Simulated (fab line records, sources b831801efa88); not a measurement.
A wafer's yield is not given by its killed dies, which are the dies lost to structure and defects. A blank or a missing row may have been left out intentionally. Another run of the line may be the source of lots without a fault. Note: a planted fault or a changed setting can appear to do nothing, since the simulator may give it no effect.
fab line records ; flow gf180mcu ; part 1 of 2: steps 1 to 23 of 32
[record] lots = 5; wafers = 15; last-day = 33
route steps=602 shown NWELL@43 LVPWELL@54 MVSD@66
lots that met no fault: taken from a fault-free run of the same line
start-h: hours from the record's first day to the start of the lot's first wafer shown ; wait-h: hours since the lot's step before ; " repeats the value in the row above ; L1.1+2: a row that stands for several wafers ; - either no value or no given start ; * or withheld: withheld ; < > ~ a bound
route shown NAME@n: a module of which the file shows steps, and the number in the route of the first ; usual: the fault-free wafers' mean and standard deviation ; same: alike in all rows ; chamber/n: place in a boat ; sites: per-site readings ; _std_site: how widely they spread, as a standard deviation ; _edge_site: inner sites' mean taken away from outer sites' mean ; radius-mm: how far each site lies from the wafer's centre ; mask NAME#n: copy n ; behind: the last tool/chamber to shape the wafer ; hold: reason for holding the lot/hours on hold/outcome of the hold ; device: which transistor (n, p or np) failed to switch ; end of line: tests of these same wafers at the route's end ; a step given without rows: its recipe and nothing more ; killed: count of dies lost to structure and defects at first sort (not the wafer's yield) ; map: a wafer's dies, marking killed ones x, the rest . and places with no die _
set.NAME: setting as actually run; set.NAME@STEP: the setting as run at that earlier step ; model.NAME: the simulator's own value behind a step, which no gauge read
lots at selected steps of the route; one table per step, one row per wafer
services: the hour from which a tool's chamber was out of use, counted from the record's first day as start-h (under 0 if before that day), plus the number of hours and why
[[steps]]
[step GF_NWELL_HMDS_01]
[recipe] prime-time-s = 60; prime-temp-c = 120
[usual] resist-line-temp-C = 22.99/0.097
lot.wafer;tool;chamber;start-h;wait-h;resist-line-temp-C
L082.1;litho-track-01;0;90.45;0.1;22.93
L082.4;litho-track-01;0;90.45;0.1;23.00
L082.6;litho-track-01;0;90.45;0.1;22.99
L083.4;litho-track-02;0;98.18;0.1;22.82
L083.5;litho-track-02;0;98.18;0.1;22.89
L083.6;litho-track-02;0;98.18;0.1;22.94
L087.1;litho-track-04;0;118.92;0.1;22.89
L087.3;litho-track-04;0;118.92;0.1;22.89
L087.5;litho-track-04;0;118.92;0.1;22.84
L091.1;litho-track-01;0;139.50;0.1;22.99
L091.5;litho-track-01;0;139.50;0.1;22.99
L091.6;litho-track-01;0;139.50;0.1;22.91
L092.1;litho-track-01;0;145.80;0.1;23.02
L092.4;litho-track-01;0;145.80;0.1;23.05
L092.5;litho-track-01;0;145.80;0.1;22.97
[step GF_NWELL_COAT_02]
[recipe] spin-rpm = 2000; resist-thk-nm = 3000
[usual] resist-line-temp-C = 23.00/0.11; spin-speed-rpm = 2000.1/1.3
lot.wafer;tool;chamber;start-h;wait-h;resist-line-temp-C;spin-speed-rpm
L082.1;litho-track-01;0;90.60;0.1;23.08;1999.4
L082.4;litho-track-01;0;90.60;0.1;22.99;2001.3
L082.6;litho-track-01;0;90.60;0.1;22.90;2000.4
L083.4;litho-track-02;0;98.33;0.1;23.18;2000.5
L083.5;litho-track-02;0;98.33;0.1;23.18;2002.0
L083.6;litho-track-02;0;98.33;0.1;22.95;1999.2
L087.1;litho-track-04;0;119.07;0.1;23.04;2002.0
L087.3;litho-track-04;0;119.07;0.1;23.04;2002.0
L087.5;litho-track-04;0;119.07;0.1;23.03;2001.3
L091.1;litho-track-01;0;139.65;0.1;22.87;2001.5
L091.5;litho-track-01;0;139.65;0.1;23.18;1998.9
L091.6;litho-track-01;0;139.65;0.1;22.90;1999.4
L092.1;litho-track-01;0;145.95;0.1;23.00;1998.2
L092.4;litho-track-01;0;145.95;0.1;23.03;1998.9
L092.5;litho-track-01;0;145.95;0.1;23.09;2000.4
[step GF_NWELL_SOFTBAKE_03]
[recipe] temp-c = 110; time-s = withheld
[usual] heater-power-total-W = 65.32/0.14; resist-line-temp-C = 23.01/0.1
lot.wafer;tool;chamber;start-h;wait-h;heater-power-total-W;resist-line-temp-C
L082.1;litho-track-01;0;90.75;0.1;65.44;23.13
L082.4;litho-track-01;0;90.75;0.1;65.37;23.02
L082.6;litho-track-01;0;90.75;0.1;65.29;23.01
L083.4;litho-track-02;0;98.50;0.1;65.40;22.98
L083.5;litho-track-02;0;98.50;0.1;65.47;23.09
L083.6;litho-track-02;0;98.50;0.1;65.30;23.09
L087.1;litho-track-04;0;119.22;0.1;65.27;23.12
L087.3;litho-track-04;0;119.22;0.1;65.12;23.05
L087.5;litho-track-04;0;119.22;0.1;65.19;23.14
L091.1;litho-track-01;0;139.80;0.1;65.45;22.82
L091.5;litho-track-01;0;139.80;0.1;65.29;22.89
L091.6;litho-track-01;0;139.80;0.1;65.32;22.91
L092.1;litho-track-01;0;146.10;0.1;65.42;22.94
L092.4;litho-track-01;0;146.10;0.1;65.29;22.84
L092.5;litho-track-01;0;146.10;0.1;65.37;22.97
[step GF_NWELL_EXPOSE_04]
[recipe] mask-id = Nwell; target-cd-nm = 860; na = 0.6; source-shape = conventional; sigma-outer = 0.6; dose-mj = 260
[usual] stage-vel-mm-s = 499.96/0.23
lot.wafer;tool;chamber;start-h;wait-h;mask;stage-vel-mm-s
L082.1;iline-stepper-02;0;-;-;Nwell#0;500.22
L082.4;iline-stepper-02;0;-;-;Nwell#0;499.83
L082.6;iline-stepper-02;0;-;-;Nwell#0;499.75
L083.4;iline-stepper-02;0;-;-;Nwell#0;499.90
L083.5;iline-stepper-02;0;-;-;Nwell#0;500.07
L083.6;iline-stepper-02;0;-;-;Nwell#0;500.09
L087.1;iline-stepper-01;0;-;-;Nwell#0;499.98
L087.3;iline-stepper-01;0;-;-;Nwell#0;499.97
L087.5;iline-stepper-01;0;-;-;Nwell#0;500.16
L091.1;iline-stepper-01;0;-;-;Nwell#0;499.74
L091.5;iline-stepper-01;0;-;-;Nwell#0;499.89
L091.6;iline-stepper-01;0;-;-;Nwell#0;499.69
L092.1;iline-stepper-02;0;-;-;Nwell#0;500.20
L092.4;iline-stepper-02;0;-;-;Nwell#0;499.91
L092.5;iline-stepper-02;0;-;-;Nwell#0;499.91
[step GF_NWELL_PEB_05]
[recipe] temp-c = 115; time-s = withheld
[usual] heater-power-total-W = 69.34/0.14; resist-line-temp-C = 23.01/0.1
lot.wafer;tool;chamber;start-h;wait-h;heater-power-total-W;resist-line-temp-C
L082.1;litho-track-04;0;-;-;69.49;22.98
L082.4;litho-track-04;0;-;-;69.51;23.00
L082.6;litho-track-04;0;-;-;69.19;23.03
L083.4;litho-track-01;0;-;-;69.55;22.90
L083.5;litho-track-01;0;-;-;69.14;23.10
L083.6;litho-track-01;0;-;-;69.27;23.11
L087.1;litho-track-02;0;-;-;69.38;22.99
L087.3;litho-track-02;0;-;-;69.33;23.02
L087.5;litho-track-02;0;-;-;69.38;22.90
L091.1;litho-track-02;0;-;-;69.35;23.15
L091.5;litho-track-02;0;-;-;69.26;23.07
L091.6;litho-track-02;0;-;-;69.32;22.98
L092.1;litho-track-02;0;-;-;69.12;23.08
L092.4;litho-track-02;0;-;-;69.41;23.21
L092.5;litho-track-02;0;-;-;69.20;23.08
[step GF_NWELL_DEVELOP_06]
[recipe] wall-angle-deg = 90; develop-time-s = 60; dev-temp-c = 23
[usual] developer-temp-C = 23.00/0.11; resist-line-temp-C = 23.01/0.099
lot.wafer;tool;chamber;start-h;wait-h;developer-temp-C;resist-line-temp-C
L082.1;litho-track-04;0;-;-;23.12;22.93
L082.4;litho-track-04;0;-;-;23.04;23.18
L082.6;litho-track-04;0;-;-;23.09;23.06
L083.4;litho-track-01;0;-;-;22.95;23.05
L083.5;litho-track-01;0;-;-;22.91;23.08
L083.6;litho-track-01;0;-;-;23.00;23.17
L087.1;litho-track-02;0;-;-;23.07;23.05
L087.3;litho-track-02;0;-;-;22.91;22.95
L087.5;litho-track-02;0;-;-;22.92;22.88
L091.1;litho-track-02;0;-;-;22.89;23.06
L091.5;litho-track-02;0;-;-;22.99;23.00
L091.6;litho-track-02;0;-;-;22.93;22.99
L092.1;litho-track-02;0;-;-;23.02;22.86
L092.4;litho-track-02;0;-;-;23.00;22.91
L092.5;litho-track-02;0;-;-;22.98;22.86
[step GF_NWELL_OVL_MEAS_07]
[usual] NWELL_OVL = -1.2/1.5
lot.wafer;tool;chamber;start-h;wait-h;NWELL_OVL[nm]
L082.1;overlay-02;-;97.77;-;-2.4
L082.4;overlay-02;-;97.77;-;-3.0
L082.6;overlay-02;-;97.77;-;-2.8
L083.4;overlay-02;-;105.76;-;-3.9
L083.5;overlay-02;-;105.76;-;-0.8
L083.6;overlay-02;-;105.76;-;-1.3
L087.1;overlay-02;-;126.75;-;-1.5
L087.3;overlay-02;-;126.75;-;0.0
L087.5;overlay-02;-;126.75;-;-0.1
L091.1;overlay-01;-;147.35;-;-0.9
L091.5;overlay-01;-;147.35;-;0.5
L091.6;overlay-01;-;147.35;-;0.1
L092.1;overlay-02;-;153.70;-;0.2
L092.4;overlay-02;-;153.70;-;1.0
L092.5;overlay-02;-;153.70;-;-2.1
[step GF_NWELL_IMPLANT_08]
[recipe] species = P; energy-kev = 450; dose-cm2 = 1.5e+13; tilt-deg = 0
[usual] beam-on-s = 9.97/0.2
lot.wafer;tool;chamber;start-h;wait-h;beam-on-s
L082.1;implanter-02;0;97.80;0.0;10.02
L082.4;implanter-02;0;97.80;0.0;10.11
L082.6;implanter-02;0;97.80;0.0;10.18
L083.4;implanter-02;0;105.86;0.1;10.32
L083.5;implanter-02;0;105.86;0.1;9.88
L083.6;implanter-02;0;105.86;0.1;10.17
L087.1;implanter-04;0;126.79;0.0;10.14
L087.3;implanter-04;0;126.79;0.0;10.25
L087.5;implanter-04;0;126.79;0.0;10.30
L091.1;implanter-02;0;147.39;0.0;10.28
L091.5;implanter-02;0;147.39;0.0;9.84
L091.6;implanter-02;0;147.39;0.0;9.91
L092.1;implanter-02;0;154.17;0.5;9.72
L092.4;implanter-02;0;154.17;0.5;9.88
L092.5;implanter-02;0;154.17;0.5;9.70
[step GF_NWELL_IMPLANT_09]
[recipe] species = P; energy-kev = 160; dose-cm2 = 4e+12; tilt-deg = 0
[usual] beam-on-s = 10.01/0.21
lot.wafer;tool;chamber;start-h;wait-h;beam-on-s
L082.1;implanter-02;0;97.95;0.1;10.11
L082.4;implanter-02;0;97.95;0.1;9.88
L082.6;implanter-02;0;97.95;0.1;10.11
L083.4;implanter-02;0;106.01;0.1;10.32
L083.5;implanter-02;0;106.01;0.1;9.79
L083.6;implanter-02;0;106.01;0.1;10.23
L087.1;implanter-04;0;126.94;0.1;10.06
L087.3;implanter-04;0;126.94;0.1;10.02
L087.5;implanter-04;0;126.94;0.1;9.83
L091.1;implanter-02;0;147.54;0.1;10.12
L091.5;implanter-02;0;147.54;0.1;10.02
L091.6;implanter-02;0;147.54;0.1;9.81
L092.1;implanter-02;0;154.32;0.1;9.95
L092.4;implanter-02;0;154.32;0.1;10.09
L092.5;implanter-02;0;154.32;0.1;9.92
[step GF_NWELL_STRIP_10]
[recipe] chemistry = O2/N2; power-w = 1400; pressure-mtorr = 1500; platen-temp-c = 250; o2-flow-sccm = 3000; n2-flow-sccm = 300; overash-fraction = 0.5
[usual] drypump-motor-current-A = 5.5/0.55; heater-power-w = 341/22; oes-product-au = 0.723/0.0048; strip-time-to-endpoint-s = 36.99/0.085
lot.wafer;tool;chamber;start-h;wait-h;drypump-motor-current-A;heater-power-w;oes-product-au;rf-hours-counter-h;strip-time-to-endpoint-s
L082.1;plasma-asher-03;0;98.10;0.1;6.5;324;0.724;30;36.86
L082.4;plasma-asher-03;1;98.10;0.1;4.8;355;0.721;-;36.89
L082.6;plasma-asher-03;1;98.10;0.1;4.8;347;0.730;-;36.98
L083.4;plasma-asher-03;1;106.12;0.1;4.8;353;0.723;-;36.88
L083.5;plasma-asher-03;1;106.12;0.1;4.8;360;0.724;-;36.95
L083.6;plasma-asher-03;0;106.12;0.1;6.5;325;0.729;-;36.91
L087.1;plasma-asher-02;0;127.09;0.1;5.5;357;0.730;1;37.08
L087.3;plasma-asher-02;0;127.09;0.1;5.5;344;0.718;-;37.00
L087.5;plasma-asher-02;1;127.09;0.1;5.4;342;0.719;-;37.01
L091.1;plasma-asher-02;0;147.69;0.1;5.5;341;0.731;3;37.00
L091.5;plasma-asher-02;0;147.69;0.1;5.5;339;0.728;-;36.98
L091.6;plasma-asher-02;1;147.69;0.1;5.4;349;0.726;-;37.05
L092.1;plasma-asher-01;1;154.47;0.1;5.3;379;0.718;54;36.91
L092.4;plasma-asher-01;0;154.47;0.1;5.6;322;0.722;-;36.93
L092.5;plasma-asher-01;0;154.47;0.1;5.7;320;0.715;-;37.00
[step GF_NWELL_TW_MEAS_11]
[usual] NWELL_TW = 1566/7.5
lot.wafer;tool;chamber;start-h;wait-h;NWELL_TW
L082.1;film-metro-02;-;98.20;0.1;1565
L082.4;film-metro-02;-;98.20;0.1;1558
L082.6;film-metro-02;-;98.20;0.1;1564
L083.4;film-metro-01;-;106.21;0.1;1559
L083.5;film-metro-01;-;106.21;0.1;1557
L083.6;film-metro-01;-;106.21;0.1;1564
L087.1;film-metro-04;-;127.19;0.1;1579
L087.3;film-metro-04;-;127.19;0.1;1576
L087.5;film-metro-04;-;127.19;0.1;1571
L091.1;film-metro-01;-;147.79;0.1;1567
L091.5;film-metro-01;-;147.79;0.1;1569
L091.6;film-metro-01;-;147.79;0.1;1564
L092.1;film-metro-01;-;154.57;0.1;1562
L092.4;film-metro-01;-;154.57;0.1;1565
L092.5;film-metro-01;-;154.57;0.1;1567
[step GF_LVPWELL_DEHYDRATE_00]
[recipe] temp-c = 200; time-s = 60
[usual] heater-power-total-W = 160.39/0.13; resist-line-temp-C = 22.99/0.1
lot.wafer;tool;chamber;start-h;wait-h;heater-power-total-W;resist-line-temp-C
L082.1;litho-track-03;0;104.48;6.3;160.40;22.92
L082.4;litho-track-03;0;104.48;6.3;160.37;22.74
L082.6;litho-track-03;0;104.48;6.3;160.62;22.73
L083.4;litho-track-03;0;112.95;6.7;160.46;22.93
L083.5;litho-track-03;0;112.95;6.7;160.55;23.03
L083.6;litho-track-03;0;112.95;6.7;160.24;22.93
L087.1;litho-track-01;0;134.40;7.2;160.35;23.05
L087.3;litho-track-01;0;134.40;7.2;160.55;22.97
L087.5;litho-track-01;0;134.40;7.2;160.58;22.97
L091.1;litho-track-03;0;154.98;7.2;160.35;23.06
L091.5;litho-track-03;0;154.98;7.2;160.25;23.05
L091.6;litho-track-03;0;154.98;7.2;160.37;22.94
L092.1;litho-track-04;0;162.37;7.8;160.22;23.13
L092.4;litho-track-04;0;162.37;7.8;160.33;22.99
L092.5;litho-track-04;0;162.37;7.8;160.50;23.07
[step GF_LVPWELL_HMDS_01]
[recipe] prime-time-s = 60; prime-temp-c = 120
[usual] resist-line-temp-C = 22.99/0.1
lot.wafer;tool;chamber;start-h;wait-h;resist-line-temp-C
L082.1;litho-track-03;0;104.63;0.1;23.02
L082.4;litho-track-03;0;104.63;0.1;22.84
L082.6;litho-track-03;0;104.63;0.1;22.81
L083.4;litho-track-03;0;113.10;0.1;23.29
L083.5;litho-track-03;0;113.10;0.1;23.11
L083.6;litho-track-03;0;113.10;0.1;23.06
L087.1;litho-track-01;0;134.55;0.1;23.09
L087.3;litho-track-01;0;134.55;0.1;23.08
L087.5;litho-track-01;0;134.55;0.1;23.06
L091.1;litho-track-03;0;155.13;0.1;22.95
L091.5;litho-track-03;0;155.13;0.1;22.87
L091.6;litho-track-03;0;155.13;0.1;22.88
L092.1;litho-track-04;0;162.52;0.1;22.97
L092.4;litho-track-04;0;162.52;0.1;22.83
L092.5;litho-track-04;0;162.52;0.1;23.16
[step GF_LVPWELL_COAT_02]
[recipe] spin-rpm = 2000; resist-thk-nm = 3000
[usual] resist-line-temp-C = 23.04/0.095; spin-speed-rpm = 1999.8/1.3
lot.wafer;tool;chamber;start-h;wait-h;resist-line-temp-C;spin-speed-rpm
L082.1;litho-track-03;0;104.78;0.1;23.05;2000.1
L082.4;litho-track-03;0;104.78;0.1;23.07;2001.4
L082.6;litho-track-03;0;104.78;0.1;23.16;2001.2
L083.4;litho-track-03;0;113.25;0.1;23.15;2000.2
L083.5;litho-track-03;0;113.25;0.1;23.06;2000.8
L083.6;litho-track-03;0;113.25;0.1;23.06;2001.1
L087.1;litho-track-01;0;134.70;0.1;23.18;1999.6
L087.3;litho-track-01;0;134.70;0.1;22.95;1999.7
L087.5;litho-track-01;0;134.70;0.1;22.90;2000.4
L091.1;litho-track-03;0;155.28;0.1;23.01;2001.0
L091.5;litho-track-03;0;155.28;0.1;23.00;2000.1
L091.6;litho-track-03;0;155.28;0.1;23.14;1999.6
L092.1;litho-track-04;0;162.67;0.1;22.93;2000.9
L092.4;litho-track-04;0;162.67;0.1;22.88;2001.1
L092.5;litho-track-04;0;162.67;0.1;23.05;2002.7
[step GF_LVPWELL_SOFTBAKE_03]
[recipe] temp-c = 110; time-s = withheld
[usual] heater-power-total-W = 65.31/0.14; resist-line-temp-C = 23.02/0.099
lot.wafer;tool;chamber;start-h;wait-h;heater-power-total-W;resist-line-temp-C
L082.1;litho-track-03;0;104.93;0.1;65.01;22.95
L082.4;litho-track-03;0;104.93;0.1;65.42;23.08
L082.6;litho-track-03;0;104.93;0.1;65.16;23.03
L083.4;litho-track-03;0;113.43;0.1;65.54;23.05
L083.5;litho-track-03;0;113.43;0.1;65.31;23.01
L083.6;litho-track-03;0;113.43;0.1;65.14;22.76
L087.1;litho-track-01;0;134.85;0.1;65.47;23.22
L087.3;litho-track-01;0;134.85;0.1;65.24;23.20
L087.5;litho-track-01;0;134.85;0.1;65.05;23.05
L091.1;litho-track-03;0;155.43;0.1;65.28;23.00
L091.5;litho-track-03;0;155.43;0.1;65.11;22.92
L091.6;litho-track-03;0;155.43;0.1;65.41;22.90
L092.1;litho-track-04;0;162.82;0.1;65.45;23.08
L092.4;litho-track-04;0;162.82;0.1;65.39;23.14
L092.5;litho-track-04;0;162.82;0.1;65.44;23.16
[step GF_LVPWELL_EXPOSE_04]
[recipe] mask-id = LVPWELL; target-cd-nm = 600; na = 0.6; source-shape = conventional; sigma-outer = 0.6; dose-mj = 260
[usual] stage-vel-mm-s = 499.96/0.25
lot.wafer;tool;chamber;start-h;wait-h;mask;stage-vel-mm-s
L082.1;iline-stepper-01;0;-;-;LVPWELL#0;499.82
L082.4;iline-stepper-01;0;-;-;LVPWELL#0;499.50
L082.6;iline-stepper-01;0;-;-;LVPWELL#0;499.43
L083.4;iline-stepper-02;0;-;-;LVPWELL#0;499.88
L083.5;iline-stepper-02;0;-;-;LVPWELL#0;499.85
L083.6;iline-stepper-02;0;-;-;LVPWELL#0;499.63
L087.1;iline-stepper-01;0;-;-;LVPWELL#0;500.42
L087.3;iline-stepper-01;0;-;-;LVPWELL#0;500.37
L087.5;iline-stepper-01;0;-;-;LVPWELL#0;500.40
L091.1;iline-stepper-01;0;-;-;LVPWELL#0;500.28
L091.5;iline-stepper-01;0;-;-;LVPWELL#0;500.03
L091.6;iline-stepper-01;0;-;-;LVPWELL#0;500.32
L092.1;iline-stepper-01;0;-;-;LVPWELL#0;499.91
L092.4;iline-stepper-01;0;-;-;LVPWELL#0;500.01
L092.5;iline-stepper-01;0;-;-;LVPWELL#0;500.06
[step GF_LVPWELL_PEB_05]
[recipe] temp-c = 115; time-s = withheld
[usual] heater-power-total-W = 69.32/0.13; resist-line-temp-C = 23.01/0.095
lot.wafer;tool;chamber;start-h;wait-h;heater-power-total-W;resist-line-temp-C
L082.1;litho-track-04;0;-;-;69.52;22.88
L082.4;litho-track-04;0;-;-;69.55;22.80
L082.6;litho-track-04;0;-;-;69.38;23.01
L083.4;litho-track-01;0;-;-;69.31;22.89
L083.5;litho-track-01;0;-;-;69.33;22.80
L083.6;litho-track-01;0;-;-;69.10;22.92
L087.1;litho-track-03;0;-;-;69.46;23.08
L087.3;litho-track-03;0;-;-;69.22;23.01
L087.5;litho-track-03;0;-;-;69.37;23.05
L091.1;litho-track-03;0;-;-;69.20;22.97
L091.5;litho-track-03;0;-;-;69.42;23.02
L091.6;litho-track-03;0;-;-;69.29;22.96
L092.1;litho-track-03;0;-;-;69.46;22.95
L092.4;litho-track-03;0;-;-;69.47;23.00
L092.5;litho-track-03;0;-;-;69.37;23.02
[step GF_LVPWELL_DEVELOP_06]
[recipe] wall-angle-deg = 90; develop-time-s = 60; dev-temp-c = 23
[usual] developer-temp-C = 23.00/0.11; resist-line-temp-C = 22.96/0.092
lot.wafer;tool;chamber;start-h;wait-h;developer-temp-C;resist-line-temp-C
L082.1;litho-track-04;0;-;-;22.96;22.83
L082.4;litho-track-04;0;-;-;23.14;22.93
L082.6;litho-track-04;0;-;-;23.02;22.95
L083.4;litho-track-01;0;-;-;23.13;22.94
L083.5;litho-track-01;0;-;-;23.00;23.04
L083.6;litho-track-01;0;-;-;23.06;22.89
L087.1;litho-track-03;0;-;-;23.03;22.89
L087.3;litho-track-03;0;-;-;23.14;23.02
L087.5;litho-track-03;0;-;-;23.16;23.01
L091.1;litho-track-03;0;-;-;23.10;22.92
L091.5;litho-track-03;0;-;-;23.18;22.97
L091.6;litho-track-03;0;-;-;22.98;23.03
L092.1;litho-track-03;0;-;-;23.09;23.03
L092.4;litho-track-03;0;-;-;23.13;22.99
L092.5;litho-track-03;0;-;-;23.15;22.95
[step GF_LVPWELL_OVL_MEAS_07]
[usual] LVPWELL_OVL = 0.1/1.3
lot.wafer;tool;chamber;start-h;wait-h;LVPWELL_OVL[nm]
L082.1;overlay-01;-;112.32;-;0.9
L082.4;overlay-01;-;112.32;-;1.5
L082.6;overlay-01;-;112.32;-;0.8
L083.4;overlay-02;-;120.86;-;-1.5
L083.5;overlay-02;-;120.86;-;-1.5
L083.6;overlay-02;-;120.86;-;-3.7
L087.1;overlay-02;-;141.63;-;0.3
L087.3;overlay-02;-;141.63;-;0.5
L087.5;overlay-02;-;141.63;-;1.2
L091.1;overlay-02;-;163.73;-;0.8
L091.5;overlay-02;-;163.73;-;0.8
L091.6;overlay-02;-;163.73;-;0.5
L092.1;overlay-02;-;170.68;-;-2.7
L092.4;overlay-02;-;170.68;-;-0.7
L092.5;overlay-02;-;170.68;-;-1.2
[step GF_LVPWELL_IMPLANT_08]
[recipe] species = B; energy-kev = 170; dose-cm2 = 1.5e+13; tilt-deg = 0
[usual] beam-on-s = 10.01/0.21
lot.wafer;tool;chamber;start-h;wait-h;beam-on-s
L082.1;implanter-03;0;112.35;0.0;10.03
L082.4;implanter-03;0;112.35;0.0;9.51
L082.6;implanter-03;0;112.35;0.0;9.90
L083.4;implanter-03;0;120.96;0.1;10.05
L083.5;implanter-03;0;120.96;0.1;10.02
L083.6;implanter-03;0;120.96;0.1;9.90
L087.1;implanter-03;0;141.67;0.0;9.78
L087.3;implanter-03;0;141.67;0.0;10.08
L087.5;implanter-03;0;141.67;0.0;9.73
L091.1;implanter-02;0;163.77;0.0;9.67
L091.5;implanter-02;0;163.77;0.0;9.90
L091.6;implanter-02;0;163.77;0.0;9.79
L092.1;implanter-02;0;170.71;0.0;10.25
L092.4;implanter-02;0;170.71;0.0;10.46
L092.5;implanter-02;0;170.71;0.0;9.94
[step GF_LVPWELL_IMPLANT_09]
[recipe] species = B; energy-kev = 60; dose-cm2 = 5e+12; tilt-deg = 0
[usual] beam-on-s = 9.99/0.18
lot.wafer;tool;chamber;start-h;wait-h;beam-on-s
L082.1;implanter-03;0;112.50;0.1;10.05
L082.4;implanter-03;0;112.50;0.1;9.82
L082.6;implanter-03;0;112.50;0.1;9.57
L083.4;implanter-03;0;121.11;0.1;10.01
L083.5;implanter-03;0;121.11;0.1;10.27
L083.6;implanter-03;0;121.11;0.1;9.89
L087.1;implanter-03;0;141.82;0.1;10.41
L087.3;implanter-03;0;141.82;0.1;10.11
L087.5;implanter-03;0;141.82;0.1;10.04
L091.1;implanter-02;0;163.92;0.1;10.13
L091.5;implanter-02;0;163.92;0.1;9.82
L091.6;implanter-02;0;163.92;0.1;9.86
L092.1;implanter-02;0;170.86;0.1;10.13
L092.4;implanter-02;0;170.86;0.1;10.11
L092.5;implanter-02;0;170.86;0.1;9.77
[step GF_LVPWELL_STRIP_10]
[recipe] chemistry = O2/N2; power-w = 1400; pressure-mtorr = 1500; platen-temp-c = 250; o2-flow-sccm = 3000; n2-flow-sccm = 300; overash-fraction = 0.5
[usual] drypump-motor-current-A = 5.3/0.52; heater-power-w = 338/15; oes-product-au = 0.723/0.0047; strip-time-to-endpoint-s = 36.96/0.087
lot.wafer;tool;chamber;start-h;wait-h;drypump-motor-current-A;heater-power-w;oes-product-au;rf-hours-counter-h;strip-time-to-endpoint-s
L082.1;plasma-asher-04;0;112.65;0.1;5.0;319;0.723;45;37.12
L082.4;plasma-asher-04;0;112.65;0.1;5.0;328;0.723;-;37.09
L082.6;plasma-asher-04;1;112.65;0.1;4.8;349;0.720;-;37.04
L083.4;plasma-asher-04;1;121.22;0.1;4.8;347;0.725;-;36.94
L083.5;plasma-asher-04;0;121.22;0.1;5.0;321;0.725;-;36.99
L083.6;plasma-asher-04;1;121.22;0.1;4.8;365;0.728;-;37.06
L087.1;plasma-asher-03;0;141.97;0.1;6.6;319;0.728;36;37.06
L087.3;plasma-asher-03;1;141.97;0.1;4.8;360;0.726;-;37.08
L087.5;plasma-asher-03;1;141.97;0.1;4.8;356;0.728;-;37.05
L091.1;plasma-asher-04;1;164.07;0.1;4.8;352;0.718;49;36.95
L091.5;plasma-asher-04;1;164.07;0.1;4.8;352;0.722;-;37.09
L091.6;plasma-asher-04;0;164.07;0.1;5.0;319;0.717;-;37.02
L092.1;plasma-asher-03;0;171.01;0.1;6.5;324;0.722;39;36.78
L092.4;plasma-asher-03;0;171.01;0.1;6.6;316;0.717;-;36.83
L092.5;plasma-asher-03;0;171.01;0.1;6.6;318;0.725;-;36.75
[step GF_LVPWELL_TW_MEAS_11]
[usual] LVPWELL_TW = 558/3.3
lot.wafer;tool;chamber;start-h;wait-h;LVPWELL_TW
L082.1;film-metro-04;-;112.75;0.1;561
L082.4;film-metro-04;-;112.75;0.1;562
L082.6;film-metro-04;-;112.75;0.1;562
L083.4;film-metro-01;-;121.31;0.1;560
L083.5;film-metro-01;-;121.31;0.1;557
L083.6;film-metro-01;-;121.31;0.1;558
L087.1;film-metro-04;-;142.07;0.1;558
L087.3;film-metro-04;-;142.07;0.1;560
L087.5;film-metro-04;-;142.07;0.1;559
L091.1;film-metro-04;-;164.17;0.1;562
L091.5;film-metro-04;-;164.17;0.1;561
L091.6;film-metro-04;-;164.17;0.1;558
L092.1;film-metro-02;-;171.11;0.1;558
L092.4;film-metro-02;-;171.11;0.1;553
L092.5;film-metro-02;-;171.11;0.1;557
